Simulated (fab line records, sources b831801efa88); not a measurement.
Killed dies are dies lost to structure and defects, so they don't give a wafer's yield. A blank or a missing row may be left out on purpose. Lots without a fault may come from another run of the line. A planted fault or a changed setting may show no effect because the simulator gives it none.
fab line records	flow sky130
record lots=6	wafers=18	last_day=50
route steps=708 shown METAL5@669 PASSIVATION@681 PAD_OPEN@694
lots with no fault: from the same line, run without faults
start_h: start of the lot's first displayed wafer, in hours after the record's first day	wait_h: hours elapsed since this lot's preceding step	" same as the row above	L1.1+2: one row covering several wafers at once	- no value, or no start given	* or withheld: withheld	< > ~ a bound
route shown NAME@n: names a module that has steps shown in the file, with the first one's number in the route	usual: average and standard deviation across the fault-free wafers	same: alike in all rows	chamber/n: place in a boat	sites: per-site readings	_std_site: the values' standard deviation	_edge_site: mean of outer sites minus mean of inner sites	radius_mm: how far each site lies from the wafer's centre	mask NAME#n: copy n	behind: the last tool/chamber to shape the wafer	hold: why the lot was held/for how many hours/how that ended	device: names the non-switching transistor (n, p or np)	end of line: tests of these same wafers at the route's end	where a step has no rows: the recipe by itself	killed: dies lost to structure and defects at the first sort, not the wafer's yield	map: shows each die of a wafer: x if killed, . if not, _ if none is there
set.NAME: the setting the step ran with; set.NAME@STEP: the setting that earlier step ran with	model.NAME: the simulator's own value behind a step, which no gauge read
lots at selected steps of the route; one table per step, one row per wafer
services: from which hour (start_h, from the record's first day; less than 0 if before it) a tool's chamber was out of use, for how many hours, and why
## steps
# step SKY_METAL5_HMDS_08
# recipe prime_time_s=60	prime_temp_c=120
# step SKY_METAL5_COAT_09
# recipe resist=NOVOLAK	spin_rpm=3000	resist_thk_nm=1800
# step SKY_METAL5_SOFTBAKE_10
# recipe temp_c=90	time_s=60	resist=NOVOLAK
# step SKY_METAL5_EXPOSE_11
# recipe mask_id=MM5	na=0.6	source_shape=conventional	sigma_outer=0.6	polarization=unpolarized	target_cd_nm=1600	dose_mj=190
# step SKY_METAL5_PEB_12
# recipe temp_c=withheld	time_s=*	resist=NOVOLAK
# step SKY_METAL5_DEVELOP_13
# recipe resist=NOVOLAK	developer=TMAH	develop_time_s=60	dev_temp_c=23
# step SKY_METAL5_DESCUM_14
# recipe chemistry=O2	source_power_w=150	bias_power_w=0	pressure_mtorr=10	temp_c=40	time_s=11
# usual drypump_motor_current_A=5.8/0.47	he_backside_leak_sccm=3.39/0.23	oes_product_au=0.999/0.01
lot.wafer	tool	chamber	start_h	wait_h	drypump_motor_current_A	he_backside_leak_sccm	oes_product_au	rf_hours_counter_h
L964.4	rie_metal-01	0	1040.03	0.1	5.9	2.96	0.982	-
L964.5	"	1	"	"	6.2	3.41	1.000	-
L964.6	"	0	"	"	5.9	3.03	0.984	-
L970.2	rie_metal-01	1	1070.20	0.1	6.1	3.82	0.999	20
L970.3	"	1	"	"	6.2	3.43	1.004	-
L970.5	"	1	"	"	6.2	3.58	1.010	-
L968.1	rie_metal-02	1	1073.52	0.1	5.9	3.22	0.998	17
L968.3	"	1	"	"	6.0	3.30	1.003	-
L968.4	"	0	"	"	5.1	4.18	1.005	-
L977.1	rie_metal-02	0	1118.01	0.1	5.1	3.57	1.006	13
L977.2	"	1	"	"	6.0	3.41	0.998	19
L977.3	"	1	"	"	6.0	3.37	0.998	-
L978.1	rie_metal-02	0	1125.51	0.1	5.1	3.40	0.992	14
L978.4	"	1	"	"	6.0	3.23	0.987	-
L978.5	"	0	"	"	5.1	3.46	0.984	-
L987.1	rie_metal-03	1	1159.45	0.1	5.1	3.31	1.005	6
L987.4	"	0	"	"	6.5	3.63	0.984	-
L987.5	"	0	"	"	6.5	3.70	0.989	-
# step SKY_METAL5_METAL_ETCH_15
# recipe target_depth_a=12600	stop_on=SiO2	over_etch_frac=0.2	time_s=252	chemistry=Cl2/BCl3	resist_sidewall_deg=86	pressure_mtorr=10	icp_w=900	bias_w=48.5	Cl2_flow_sccm=60	bcl3_flow_sccm=30
# usual drypump_motor_current_A=5.8/0.48	he_backside_leak_sccm=3.37/0.23	oes_product_au=0.894/0.005	throttle_valve_pct=22.265/0.0092
lot.wafer	tool	chamber	start_h	wait_h	drypump_motor_current_A	he_backside_leak_sccm	oes_product_au	rf_hours_counter_h	throttle_valve_pct
L964.4	rie_metal-01	0	1040.13	0.1	5.9	3.10	0.890	-	22.269
L964.5	"	1	"	"	6.2	3.43	0.887	-	22.272
L964.6	"	0	"	"	5.9	3.14	0.892	-	22.274
L970.2	rie_metal-01	1	1070.23	0.0	6.2	3.44	0.886	20	22.276
L970.3	"	1	"	"	6.2	3.49	0.894	-	22.254
L970.5	"	1	"	"	6.2	3.11	0.887	-	22.269
L968.1	rie_metal-02	1	1073.56	0.0	6.0	3.29	0.892	17	22.271
L968.3	"	1	"	"	6.0	3.41	0.892	-	22.264
L968.4	"	0	"	"	5.1	3.45	0.889	-	22.266
L977.1	rie_metal-02	0	1118.05	0.0	5.0	3.22	0.893	13	22.282
L977.2	"	1	"	"	6.0	3.27	0.892	19	22.251
L977.3	"	1	"	"	6.0	3.38	0.898	-	22.266
L978.1	rie_metal-02	0	1125.55	0.0	5.1	3.58	0.900	14	22.257
L978.4	"	1	"	"	6.0	3.28	0.896	-	22.255
L978.5	"	0	"	"	5.0	3.87	0.895	-	22.264
L987.1	rie_metal-03	1	1159.48	0.0	5.1	3.54	0.891	6	22.251
L987.4	"	0	"	"	6.5	3.65	0.898	-	22.275
L987.5	"	0	"	"	6.4	3.74	0.894	-	22.275
# step SKY_METAL5_STRIP_16
# recipe chemistry=O2/N2	power_w=1400	pressure_mtorr=1500	platen_temp_c=withheld	o2_flow_sccm=3000	n2_flow_sccm=300	overash_fraction=0.5
# usual drypump_motor_current_A=5.6/0.46	oes_product_au=0.710/0.0052	strip_time_to_endpoint_s=13.08/0.15
lot.wafer	tool	chamber	start_h	wait_h	drypump_motor_current_A	oes_product_au	rf_hours_counter_h	strip_time_to_endpoint_s
L964.4	plasma_asher-03	0	1040.32	0.1	6.2	0.722	-	13.23
L964.5	"	1	"	"	5.6	0.705	-	13.20
L964.6	"	0	"	"	6.2	0.713	-	13.33
L970.2	plasma_asher-04	0	1070.46	0.2	5.0	0.708	1	12.97
L970.3	"	1	"	"	5.9	0.705	-	13.01
L970.5	"	0	"	"	5.0	0.717	-	12.96
L968.1	plasma_asher-03	0	1073.79	0.2	6.2	0.714	33	13.20
L968.3	"	1	"	"	5.6	0.712	-	13.14
L968.4	"	0	"	"	6.2	0.707	-	13.09
L977.1	plasma_asher-04	0	1118.28	0.2	5.0	0.705	5	12.91
L977.2	"	1	"	"	5.9	0.716	5	12.97
L977.3	"	1	"	"	5.9	0.717	-	12.97
L978.1	plasma_asher-04	1	1125.78	0.2	5.9	0.705	5	13.04
L978.4	"	0	"	"	5.0	0.707	-	13.01
L978.5	"	0	"	"	5.0	0.716	-	13.11
L987.1	plasma_asher-03	1	1159.72	0.2	5.6	0.711	42	13.13
L987.4	"	1	"	"	5.6	0.709	-	13.36
L987.5	"	0	"	"	6.2	0.709	-	13.34
# step SKY_METAL5_STRIP_17
# recipe chemistry=post_etch_residue_remover	time_s=1200	temp_c=72.5
# step SKY_METAL5_CLEAN_18
# recipe chemistry=IPA	time_s=180	temp_c=25
# step SKY_METAL5_CLEAN_19
# recipe chemistry=O3/DIW	dry=n2_spin
# step SKY_PASSIVATION_CVD_00
# recipe material=SiO2	target_thk_nm=90	temp_c=400	time_s=withheld	rf_w=600
# usual heater_power_outer_w=389/67	heater_power_w=689/130
lot.wafer	tool	chamber	start_h	wait_h	heater_power_outer_w	heater_power_w
L964.4	pecvd-01	0	1040.89	0.0	363	609
L964.5	"	1	"	"	325	546
L964.6	"	2	"	"	453	859
L970.2	pecvd-03	1	1071.18	0.0	-	-
L970.3	"	2	"	"	-	-
L970.5	"	1	"	"	-	-
L968.1	pecvd-01	1	1074.52	0.0	-	-
L968.3	"	0	"	"	-	-
L968.4	"	0	"	"	-	-
L977.1	pecvd-01	0	1118.87	0.0	340	594
L977.2	"	1	"	"	366	568
L977.3	"	2	"	"	589	1060
L978.1	pecvd-03	1	1126.38	0.0	419	673
L978.4	"	2	"	"	348	635
L978.5	"	0	"	"	476	812
L987.1	pecvd-02	1	1160.31	0.0	388	704
L987.4	"	0	"	"	316	570
L987.5	"	1	"	"	388	699
# step SKY_PASSIVATION_CVD_02
# recipe material=Si3N4	target_thk_nm=540	temp_c=400	time_s=withheld	rf_w=450
# usual heater_power_outer_w=435/69	heater_power_w=753/120
lot.wafer	tool	chamber	start_h	wait_h	heater_power_outer_w	heater_power_w
L964.4	pecvd-03	2	1041.08	0.1	397	712
L964.5	"	0	"	"	515	912
L964.6	"	1	"	"	448	756
L970.2	pecvd-02	0	1071.26	0.0	388	656
L970.3	"	1	"	"	473	815
L970.5	"	1	"	"	470	835
L968.1	pecvd-03	2	1074.60	0.1	447	785
L968.3	"	1	"	"	452	733
L968.4	"	0	"	"	447	774
L977.1	pecvd-02	2	1118.96	0.1	447	795
L977.2	"	1	"	"	420	723
L977.3	"	0	"	"	402	703
L978.1	pecvd-01	0	1126.46	0.1	355	592
L978.4	"	1	"	"	416	671
L978.5	"	0	"	"	377	668
L987.1	pecvd-01	1	1160.39	0.1	394	638
L987.4	"	1	"	"	423	659
L987.5	"	2	"	"	482	886
# step SKY_PASSIVATION_THK_MEAS_03
# recipe reads=Si3N4_of_PASSIVATION_CVD_02
# usual PASSIVATION_CVD_02_THK=539/7
lot.wafer	tool	chamber	start_h	wait_h	PASSIVATION_CVD_02_THK[nm]
L964.4	film_metro-02	-	1041.22	-	540
L964.5	"	-	"	"	544
L964.6	"	-	"	"	543
L970.2	film_metro-02	-	1071.50	-	541
L970.3	"	-	"	"	541
L970.5	"	-	"	"	551
L968.1	film_metro-01	-	1074.83	-	530
L968.3	"	-	"	"	529
L968.4	"	-	"	"	542
L977.1	film_metro-02	-	1119.18	-	525
L977.2	"	-	"	"	529
L977.3	"	-	"	"	538
L978.1	film_metro-03	-	1126.69	-	543
L978.4	"	-	"	"	556
L978.5	"	-	"	"	546
L987.1	film_metro-01	-	1160.62	-	538
L987.4	"	-	"	"	545
L987.5	"	-	"	"	540
# step SKY_PASSIVATION_DEHYDRATE_04
# recipe temp_c=200	time_s=60
# step SKY_PASSIVATION_HMDS_05
# recipe prime_time_s=60	prime_temp_c=120
# step SKY_PASSIVATION_COAT_06
# recipe spin_rpm=2000	resist_thk_nm=3000
# step SKY_PASSIVATION_SOFTBAKE_07
# recipe temp_c=110	time_s=withheld
# step SKY_PASSIVATION_EXPOSE_08
# recipe mask_id=NSM	target_cd_nm=3000	na=0.57	dose_mj=260
# step SKY_PASSIVATION_PEB_09
# recipe temp_c=115	time_s=withheld
# step SKY_PASSIVATION_DEVELOP_10
# recipe develop_time_s=60	dev_temp_c=23
# step SKY_PASSIVATION_ETCH_11
# recipe chemistry=CF4/O2	target_depth_nm=725	stop_on=AlCu	source_w=800	bias_w=150	pressure_mtorr=150	cf4_flow_sccm=80	O2_flow_sccm=10	time_s=161.1
# usual drypump_motor_current_A=5.7/0.4	oes_product_au=0.977/0.0076	throttle_valve_pct=5.965/0.0093
lot.wafer	tool	chamber	start_h	wait_h	drypump_motor_current_A	oes_product_au	rf_hours_counter_h	throttle_valve_pct	model.PASSIVATION.feature_depth_nm	model.etch.depth_nm
L964.4	rie_diel-01	3	1062.51	-	5.7	0.978	20	5.978	705.3	705.3
L964.5	"	3	"	"	5.8	0.980	-	5.971	709.9	709.9
L964.6	"	0	"	"	5.4	0.985	-	5.960	708.7	708.7
L970.2	rie_diel-04	2	1092.41	-	5.6	0.980	25	5.961	709.2	709.2
L970.3	"	3	"	"	5.5	0.996	11	5.966	712.5	712.5
L970.5	"	0	"	"	5.8	0.984	-	5.965	717.4	717.4
L968.1	rie_diel-01	3	1095.61	-	5.7	0.980	21	5.961	713.6	713.6
L968.3	"	0	"	"	5.4	0.989	23	5.981	725	725
L968.4	"	1	"	"	6.2	0.993	7	5.960	725	725
L977.1	rie_diel-04	0	1138.71	-	5.8	0.956	6	5.957	691	691
L977.2	"	1	"	"	6.1	0.971	24	5.963	694.4	694.4
L977.3	"	2	"	"	5.6	0.975	28	5.959	705	705
L978.1	rie_diel-02	0	1145.76	-	5.4	0.982	11	5.955	705.7	705.7
L978.4	"	1	"	"	6.5	0.986	-	5.951	712.1	712.1
L978.5	"	0	"	"	5.4	0.987	-	5.979	710	710
L987.1	rie_diel-04	3	1177.65	-	5.6	0.976	14	5.975	700.7	700.7
L987.4	"	2	"	"	5.6	0.985	29	5.974	711.8	711.8
L987.5	"	3	"	"	5.6	0.978	-	5.958	705.5	705.5
# step SKY_PASSIVATION_STRIP_12
# recipe chemistry=O2/N2	power_w=1400	pressure_mtorr=1500	platen_temp_c=withheld	overash_fraction=0.7	o2_flow_sccm=3000	n2_flow_sccm=300
# step SKY_PAD_OPEN_DEHYDRATE_00
# recipe temp_c=200	time_s=60
# step SKY_PAD_OPEN_HMDS_01
# recipe prime_time_s=60	prime_temp_c=120
# step SKY_PAD_OPEN_COAT_02
# recipe spin_rpm=2000	resist_thk_nm=3000
# step SKY_PAD_OPEN_SOFTBAKE_03
# recipe temp_c=110	time_s=withheld
# step SKY_PAD_OPEN_EXPOSE_04
# recipe mask_id=PDM	target_cd_nm=60000	na=0.57	dose_mj=260
# step SKY_PAD_OPEN_PEB_05
# recipe temp_c=115	time_s=withheld
# step SKY_PAD_OPEN_DEVELOP_06
# recipe develop_time_s=60	dev_temp_c=23
# step SKY_PAD_OPEN_ETCH_07
# recipe chemistry=CF4/O2	target_depth_nm=725	stop_on=AlCu	source_w=800	bias_w=150	pressure_mtorr=150	cf4_flow_sccm=80	O2_flow_sccm=10	time_s=161.1
# usual drypump_motor_current_A=5.76/0.22	oes_product_au=0.977/0.0063	throttle_valve_pct=5.965/0.0095
lot.wafer	tool	chamber	start_h	wait_h	drypump_motor_current_A	oes_product_au	rf_hours_counter_h	throttle_valve_pct	model.PAD_OPEN.feature_depth_nm	model.etch.depth_nm
L964.4	rie_diel-04	1	1083.61	-	6.03	0.982	21	5.965	705.3	705.3
L964.5	"	0	"	"	5.81	0.975	-	5.956	709.9	709.9
L964.6	"	3	"	"	5.52	0.979	-	5.953	708.7	708.7
L970.2	rie_diel-03	1	1113.46	-	5.55	0.995	19	5.969	725	725
L970.3	"	2	"	"	5.65	0.985	15	5.961	721.7	721.7
L970.5	"	0	"	"	6.00	0.991	-	5.981	722.6	722.6
L968.1	rie_diel-03	0	1115.76	-	6.02	0.988	8	5.978	725	725
L968.3	"	3	"	"	5.76	0.996	16	5.965	725	725
L968.4	"	2	"	"	5.66	0.985	15	5.969	725	725
L977.1	rie_diel-03	0	1157.26	-	6.01	0.967	10	5.951	691	691
L977.2	"	3	"	"	5.75	0.970	17	5.954	694.4	694.4
L977.3	"	2	"	"	5.66	0.980	17	5.971	705	705
L978.1	rie_diel-01	3	1163.56	-	5.73	0.975	23	5.973	705.7	705.7
L978.4	"	0	"	"	5.43	0.995	25	5.967	721.8	721.8
L978.5	"	2	"	"	5.93	0.974	-	5.955	710	710
L987.1	rie_diel-04	3	1191.57	-	5.56	0.979	15	5.976	700.7	700.7
L987.4	"	2	"	"	5.62	0.977	30	5.962	711.8	711.8
L987.5	"	3	"	"	5.58	0.976	-	5.967	705.5	705.5
# step SKY_PAD_OPEN_STRIP_08
# recipe chemistry=O2/N2	power_w=1400	pressure_mtorr=1500	platen_temp_c=withheld	overash_fraction=0.7	o2_flow_sccm=3000	n2_flow_sccm=300
# usual drypump_motor_current_A=5.7/0.53	oes_product_au=0.663/0.0048
lot.wafer	tool	chamber	start_h	wait_h	drypump_motor_current_A	oes_product_au	rf_hours_counter_h
L964.4	plasma_asher-01	0	1083.75	0.1	5.8	0.670	-
L964.5	"	0	"	"	5.7	0.664	-
L964.6	"	1	"	"	4.9	0.660	-
L970.2	plasma_asher-02	1	1113.57	0.1	5.7	0.668	98
L970.3	"	0	"	"	6.7	0.658	-
L970.5	"	1	"	"	5.7	0.661	-
L968.1	plasma_asher-02	1	1115.87	0.1	5.7	0.656	98
L968.3	"	1	"	"	5.7	0.665	-
L968.4	"	0	"	"	6.7	0.663	-
L977.1	plasma_asher-01	0	1157.36	0.1	5.8	0.662	77
L977.2	"	1	"	"	4.9	0.666	77
L977.3	"	1	"	"	4.9	0.657	-
L978.1	plasma_asher-01	0	1163.67	0.1	5.8	0.665	77
L978.4	"	1	"	"	4.9	0.667	-
L978.5	"	1	"	"	4.9	0.658	-
L987.1	plasma_asher-01	1	1191.68	0.1	4.9	0.669	80
L987.4	"	1	"	"	4.9	0.663	-
L987.5	"	1	"	"	4.9	0.660	-
# step SKY_PAD_OPEN_PROBE_99
# usual defect_limited_yield=82.3/1.9	killed_at_M0_to_M3=44/6.5	killed_at_M4_up=3.3/1.9	killed_at_contacts=24/5.3	killed_at_front_end=15/4.5	killed_at_other=0.3/0.58	killed_dies=87/9.3	killed_on_rim=17/4.2	killed_open=48/6.6	killed_short=39/6.1	sort_bin_3_pad_short=0.9/0.46	sort_bin_5_function=10.5/1.6	sort_bin_6_memory=6.3/1.1	sort_n_pass=405/9.3	sort_yield_pct=82.3/1.9
# same gross_dies=492	killed_at_back_side=0	sort_bin_4_leakage[%]=0	sort_bin_8_speed[%]=0
lot.wafer	tool	chamber	start_h	wait_h	defect_limited_yield[%]	killed_at_M0_to_M3	killed_at_M4_up	killed_at_contacts	killed_at_front_end	killed_at_other	killed_dies	killed_on_rim	killed_open	killed_short	sort_bin_3_pad_short[%]	sort_bin_5_function[%]	sort_bin_6_memory[%]	sort_n_pass	sort_yield_pct[%]
L968.1	prober-02	-	1118.09	0.1	85.2	35	4	21	13	0	73	13	41	32	0.4	7.5	6.9	419	85.2
L968.3	prober-02	-	1118.19	0.2	82.7	49	2	16	18	0	85	17	51	34	1.0	10.4	5.9	407	82.7
L968.4	prober-02	-	1118.24	0.2	81.3	45	3	28	16	0	92	19	50	42	0.8	12.6	5.3	400	81.3
L977.3	prober-01	-	1159.71	0.2	81.3	45	5	23	19	0	92	18	55	37	0.6	11.2	6.9	400	81.3
L978.1	prober-02	-	1165.89	0.1	81.3	41	2	28	21	0	92	13	50	42	0.2	13.4	5.1	400	81.3
L978.4	prober-02	-	1166.04	0.2	83.3	43	3	23	12	1	82	18	42	40	0.2	11.0	5.5	410	83.3
L978.5	prober-02	-	1166.09	0.2	82.9	41	4	19	20	0	84	17	52	32	1.0	10.4	5.7	408	82.9
# killed by level:class
L968.1 VIA1:geometric_particle:open=13 VIA2:geometric_particle:open=6 FIELD_ISO:geometric_particle:open=5 LI_CONTACT:geometric_particle:open=5 LOCAL_INTERCONNECT:geometric_particle:short=5 CONTACT:geometric_particle:short=5 METAL1:geometric_particle:short=5 CONTACT:geometric_particle:open=4
L968.3 VIA1:geometric_particle:open=15 FIELD_ISO:geometric_particle:short=9 VIA2:geometric_particle:open=9 CONTACT:geometric_particle:open=7 FIELD_ISO:geometric_particle:open=5 VIA3:geometric_particle:open=5 LI_CONTACT:geometric_particle:open=4 LOCAL_INTERCONNECT:geometric_particle:short=4
L968.4 CONTACT:geometric_particle:open=9 VIA1:geometric_particle:open=9 FIELD_ISO:geometric_particle:short=8 LI_CONTACT:geometric_particle:open=8 METAL2:geometric_particle:short=7 LOCAL_INTERCONNECT:geometric_particle:short=7 VIA3:geometric_particle:open=7 METAL1:geometric_particle:short=4
L977.3 CONTACT:geometric_particle:open=12 VIA1:geometric_particle:open=9 VIA2:geometric_particle:open=9 POLY_GATE:geometric_particle:open=7 VIA2:geometric_particle:short=7 LI_CONTACT:geometric_particle:open=6 FIELD_ISO:geometric_particle:open=5 VIA3:geometric_particle:open=5
L978.1 CONTACT:geometric_particle:open=11 VIA1:geometric_particle:open=9 METAL1:geometric_particle:short=7 CONTACT:geometric_particle:short=6 VIA2:geometric_particle:open=6 METAL2:geometric_particle:short=6 POLY_GATE:geometric_particle:short=5 LI_CONTACT:geometric_particle:open=5
L978.4 VIA1:geometric_particle:open=13 VIA3:geometric_particle:open=7 CONTACT:geometric_particle:short=7 CONTACT:geometric_particle:open=7 LI_CONTACT:geometric_particle:open=5 POLY_GATE:geometric_particle:short=4 VIA3:geometric_particle:short=4 METAL1:geometric_particle:short=4
L978.5 VIA1:geometric_particle:open=10 FIELD_ISO:geometric_particle:open=10 CONTACT:geometric_particle:open=9 METAL2:geometric_particle:short=7 VIA3:geometric_particle:open=7 VIA2:geometric_particle:open=5 LI_CONTACT:geometric_particle:open=4 METAL1:geometric_particle:short=4
## services
tool	chamber	start_h	hours	kind
plasma_asher-03	-	1019.86	2.2	repair
rie_diel-03	1	1028.00	19.8	repair
pecvd-01	1	1028.64	5.5	scheduled_down
plasma_asher-04	-	1042.40	0.6	repair
pecvd-03	-	1044.71	5.5	pm
rie_diel-02	-	1046.93	2.8	pm
plasma_asher-04	-	1055.25	9.0	pm
pecvd-03	2	1058.14	7.7	repair
rie_metal-03	-	1059.09	14.6	pm
rie_diel-02	-	1068.50	2.2	repair
plasma_asher-01	-	1076.21	1.9	repair
rie_diel-02	3	1081.41	1.6	repair
rie_metal-03	-	1088.16	6.5	repair
rie_metal-02	-	1089.75	14.6	pm
rie_metal-01	-	1101.08	2.8	pm
plasma_asher-04	-	1103.65	3.4	repair
rie_diel-01	0	1104.65	4.0	repair
rie_diel-01	2	1106.35	9.8	repair
pecvd-02	-	1130.78	1.6	repair
plasma_asher-04	-	1131.42	2.1	repair
pecvd-03	-	1145.30	0.7	repair
pecvd-02	2	1171.92	5.4	repair
rie_diel-02	1	1180.39	3.3	repair
rie_metal-02	-	1186.92	1.0	repair
## key
first_sign step=SKY_PASSIVATION_CVD_00	reading=tool_record	direction=missing
effect none on later readings
model_effect step=SKY_PASSIVATION_ETCH_11	value=PASSIVATION.feature_depth_nm	without=703.7	struck=717.1
model_effect step=SKY_PAD_OPEN_ETCH_07	value=PAD_OPEN.feature_depth_nm	without=703.7	struck=724.1
met_at SKY_PASSIVATION_CVD_00
struck_wafers L968.1,L968.3,L968.4,L970.2,L970.3,L970.5
onset_between 1040.89 1071.18
fault kind=skipped_step_whole	tool=pecvd-01,pecvd-03	chamber=-	onset_h=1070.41	steps=SKY_PASSIVATION_CVD_00	scope=struck_lots_only
